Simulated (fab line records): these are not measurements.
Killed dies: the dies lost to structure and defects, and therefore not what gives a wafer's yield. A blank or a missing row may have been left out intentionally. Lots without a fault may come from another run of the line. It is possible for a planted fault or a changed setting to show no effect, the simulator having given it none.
Which of the tools did it?	flow gf180mcu	39 wafers from 13 lots sampled at 2 of the route's 602 steps

WHAT EACH GAUGE READ, for each wafer
GF_HV_LDD_RS_MEAS_53: measures by four-point-probe. Usual: HV_LDD_RS gives 418.1 ohm/sq (standard deviation 0.85).
lot	measured	on	HV_LDD_RS (ohm/sq)	flag
L285	day 12 10:37	film_metro-03	418.2 418.7 418.2	
L286	day 13 02:36	film_metro-04	418.6 418.8 417.8	
L287	day 13 03:10	film_metro-03	417.8 417.7 417.8	
L289	day 13 18:16	film_metro-01	417.9 417.3 418.1	
L288	day 13 18:42	film_metro-04	417.3 417.0 417.4	
L292	day 15 00:27	film_metro-04	417.7 417.3 417.3	
L293	day 15 12:17	film_metro-03	418.0 417.9 418.2	
L295	day 15 22:06	film_metro-03	418.3 419.5 419.0	
L296	day 16 06:34	film_metro-04	419.2 418.9 419.3	
L300	day 17 06:18	film_metro-03	409.6 410.0 409.8	OFF
L303	day 18 07:42	film_metro-04	410.9 410.1 410.8	OFF
L305	day 18 22:15	film_metro-04	418.2 418.1 418.2	
L308	day 20 03:22	film_metro-03	417.2 418.8 418.3	

WHICH TOOL RAN EACH LOT (tool, then ch and the chambers of the sampled wafers, then the start)
lot	GF_HV_LDD_IMPLANT_09
L285	implanter-04 ch 0, day 10 03:33
L286	implanter-02 ch 0, day 10 17:08
L287	implanter-02 ch 0, day 10 17:15
L289	implanter-04 ch 0, day 11 08:04
L288	implanter-02 ch 0, day 11 08:20
L292	implanter-02 ch 0, day 12 09:53
L293	implanter-04 ch 0, day 12 21:00
L295	implanter-02 ch 0, day 13 04:59
L296	implanter-04 ch 0, day 13 13:56
L300	implanter-04 ch 0, day 14 11:19
L303	implanter-04 ch 0, day 15 10:38
L305	implanter-02 ch 0, day 15 23:47
L308	implanter-03 ch 0, day 17 02:31
- GF_HV_LDD_IMPLANT_09

WHAT THE TOOLS THEMSELVES READ (means of the sampled wafers that have a number; where no wafer has one, the mark that the record gives instead)
GF_HV_LDD_IMPLANT_09. Usual: dose_ions_cm2 9.997e+13, standard deviation 1.1e+11.
lot	tool	dose_ions_cm2	flag
L285	implanter-04	9.996e+13	
L286	implanter-02	9.991e+13	
L287	implanter-02	1.000e+14	
L289	implanter-04	1.001e+14	
L288	implanter-02	9.993e+13	
L292	implanter-02	9.999e+13	
L293	implanter-04	1.001e+14	
L295	implanter-02	9.984e+13	
L296	implanter-04	9.985e+13	
L300	implanter-04	1.038e+14	OFF
L303	implanter-04	1.040e+14	OFF
L305	implanter-02	9.986e+13	
L308	implanter-03	9.996e+13	

THE ANSWER, worked out from the rows above alone
Rule: a lot counts as off when the mean over its wafers that have a number is more than 3 standard deviations away from the usual mean. Also off: a lot with no number at a reading for which 4 or more lots have one. The other lots that the step has rows for count as sound. The gauges are gone through in route order, then the tools' own readings, and for those a lot's mean is taken as printed above. At the first step where some lot is off, the reading lying furthest off is the one used; lots without a number count as furthest.
Off: L300, L303, seen at GF_HV_LDD_RS_MEAS_53 (HV_LDD_RS).
A tool fits if, at a process step before that reading, it ran every lot that is off, and no sound lot after the first of them. The gauges at GF_HV_LDD_RS_MEAS_53 aren't tried: what is off there is off at GF_HV_LDD_IMPLANT_09 too, on other tools, and a gauge's error can't cause that. One candidate fits, namely implanter-04 at GF_HV_LDD_IMPLANT_09. Its last sound lot is L296 (day 13 13:56), its first lot that is off L300 (day 14 11:19): a fault that began between those two fits.
The tool's own readings at GF_HV_LDD_IMPLANT_09 bear it out: on the lots that are off they differ by more than 5 times the standard deviation of the sound lots' means. dose_ions_cm2 reads 1.039e+14 there against 9.995e+13 on the sound lots.

WHAT WAS PUT IN BY THE SIMULATOR
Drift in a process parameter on implanter-04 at GF_HV_LDD_IMPLANT_09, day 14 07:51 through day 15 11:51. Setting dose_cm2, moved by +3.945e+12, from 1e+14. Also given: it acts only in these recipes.
Shown lots that were struck: L300, L303. The rule above found the same.
